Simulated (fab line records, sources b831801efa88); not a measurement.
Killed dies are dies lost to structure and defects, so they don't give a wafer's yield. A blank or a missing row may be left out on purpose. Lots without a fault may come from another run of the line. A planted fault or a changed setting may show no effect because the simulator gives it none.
One fault seen from 2 desks | flow gf180mcu | each desk has only its own numbers; what lay behind them comes last

THE TOOL OWNER'S DESK: rie_metal-02
The tool's own readings at GF_M3_METAL_ETCH_16 (etches the open film in Cl2/BCl3, stops on SiO2, target depth 627.5 nm, time 104.6 s): means of the sampled wafers that have a number, for each lot that ran on this tool. A lot is out of limits, marked OUT, if its mean lies more than 4 standard deviations from the usual mean; the brackets give that distance.
Columns: A = chamber_pressure_mTorr at GF_M3_METAL_ETCH_16, usual 8.001 mTorr; B = drypump_motor_current_A at GF_M3_METAL_ETCH_16, usual 5.92 A; C = oes_product_au at GF_M3_METAL_ETCH_16, usual 0.972 a.u.; D = rf_fwd_power_W at GF_M3_METAL_ETCH_16, usual 796.5 W; E = throttle_valve_pct at GF_M3_METAL_ETCH_16, usual 28.249 %
lot  | first seen here | A     | B    | C     | D               | E
L269 | day 23 04:26    | 8.005 | 5.90 | 0.976 | 796.5           | 28.237
L271 | day 23 22:08    | 8.000 | 5.91 | 0.964 | 797.4           | 28.259
L276 | day 25 17:11    | 8.008 | 5.91 | 0.975 | 795.7           | 28.240
L277 | day 25 21:49    | 7.988 | 5.90 | 0.980 | 796.6           | 28.236
L279 | day 26 12:28    | 7.999 | 5.90 | 0.969 | 882.7 (+33) OUT | 28.256
L280 | day 27 01:37    | 7.997 | 5.77 | 0.984 | 843.0 (+18) OUT | 28.244
This desk's finding: out of limits on L279, L280; first on L279, day 26 12:28 (rf_fwd_power_W at GF_M3_METAL_ETCH_16). In limits: L269, L271, L276, L277.

THE METROLOGY DESK
What the gauges read, lot by lot, whatever tool the lot ran on: means of the sampled wafers that have a number. A lot is out of limits, marked OUT, if its mean lies more than 4 standard deviations from the usual mean; the brackets give that distance.
Columns: A = V2_CVD_02_THK at GF_V2_THK_MEAS_03, usual 851 nm; B = cd_nm at GF_V3_CD_MEAS_14, usual 260.0 nm
lot  | first seen here | A   | B
L264 | day 19 07:11    | 843 | 256.5
L268 | day 20 17:55    | 850 | 261.5
L269 | day 21 04:02    | 849 | 258.6
L271 | day 21 21:25    | 842 | 259.0
L273 | day 22 20:37    | 843 | 258.5
L274 | day 23 02:21    | 847 | 260.7
L276 | day 23 18:31    | 861 | 260.8
L277 | day 23 22:13    | 857 | 260.2
L278 | day 24 11:35    | 857 | 260.2
L279 | day 24 16:17    | 860 | 261.5
L280 | day 25 04:37    | 860 | 261.5
This desk's finding: nothing out of limits on any of the 11 lots.

PUT TOGETHER
The tool owner's desk could have raised an alarm at day 26 12:28, on L279, L280.
The metrology desk saw nothing out of limits.
The metrology desk has L279, L280 on record, within its limits.
Of the lots named, all ran GF_M3_METAL_ETCH_16 on rie_metal-02.

WHAT THE SIMULATOR HAD PUT IN
Process parameter drift: rie_metal-02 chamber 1, from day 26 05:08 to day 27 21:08, at GF_M3_METAL_ETCH_16. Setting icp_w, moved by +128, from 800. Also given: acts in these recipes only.
Lots struck among those shown: L279, L280.
Hours from the fault's start to each desk's first reading out of limits: the tool owner's desk, 7.
